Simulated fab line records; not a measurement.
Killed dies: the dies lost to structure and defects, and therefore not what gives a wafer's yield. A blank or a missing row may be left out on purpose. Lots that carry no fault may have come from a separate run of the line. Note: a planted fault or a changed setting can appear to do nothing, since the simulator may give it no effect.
Problem report in the 8D (eight disciplines) form, filled by code + flow sky130 + the parts of the form that need people (team, actions taken, sign-off) are left out

## 1. THE ISSUE
At SKY_VIA3_ETCH_14, bias_w averages 114.90 W over 6 wafers from 2 lots, while fault-free wafers read 100.03 W, standard deviation 0.28. Relative to the usual mean, that is a shift of +53 standard deviations.
The step: etches BARC in N2/H2, stops on SiO2, time 45.9 s, target depth 60 nm.
First seen on wafer L593.2, day 43 23:01, on rie_diel-03. The record holds 36 wafers of 12 lots with a number at this step. By rule, "out" or "out of limits" means more than 4 standard deviations away from the usual mean. Any other wafer with a number is counted as sound.

## 2. WHAT IT IS, WHAT IT ISN'T
| question                    | is                     | is not                                                              |
|-----------------------------|------------------------|---------------------------------------------------------------------|
| which readings at this step | bias_w                 | drypump_motor_current_A                                             |
| which lots                  | L593, L597             | L579, L580, L581, L582, L583, L584, L585, L586, L587, L600          |
| which wafers of those lots  | all that have a number | -                                                                   |
| read on which tools         | rie_diel-03            | rie_diel-01, rie_diel-02                                            |
| when                        | from day 43 23:01      | up to then (27 sound wafers); but 3 sound wafers of L600 came after |

## 3. THE SUSPECTS, EACH WITH WHAT RULES IT OUT
Counting: a tool at a process step up to the reading stays a suspect if it ran every lot that is out and no sound lot after the first of them.
- rie_diel-03 at SKY_VIA3_ETCH_14 (etches BARC in N2/H2, stops on SiO2, time 45.9 s, target depth 60 nm): kept. All lots that are out passed through it, beginning with L593 at day 43 23:01, and no sound lot followed; its final sound lot before that point was L584 at day 41 09:24. Its own readings are out on those wafers: bias_w.
The count leaves rie_diel-03 at SKY_VIA3_ETCH_14.

## 4. THE CAUSE (what the simulator had put in)
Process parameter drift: rie_diel-03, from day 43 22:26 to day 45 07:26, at SKY_VIA3_ETCH_14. A move of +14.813 in setting bias_w, from 100. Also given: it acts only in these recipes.
The count eliminated every tool but this one.

## 5. THE CHAIN OF EFFECTS, in route order
Each row: a reading where the mean over the struck wafers with a number is more than 3 standard deviations away from the usual. Scope: only readings with a usual standard deviation given in the record; hours: median across lots of the time from each lot's start at the first step in this table that gives one to its start at this step; sigmas: change in usual standard deviations.
| hours | step             | reading | usual    | on struck wafers | change | sigmas |
|-------|------------------|---------|----------|------------------|--------|--------|
| 0     | SKY_VIA3_ETCH_14 | bias_w  | 100.03 W | 114.90           | +14.87 | +53    |
It contains these process steps:
- SKY_VIA3_ETCH_14: etches BARC in N2/H2, stops on SiO2, time 45.9 s, target depth 60 nm.

## 6. WHAT WOULD HAVE CAUGHT IT SOONER
In this record the first reading out of limits was taken at day 43 23:01, 1 hour after the fault began at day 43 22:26.
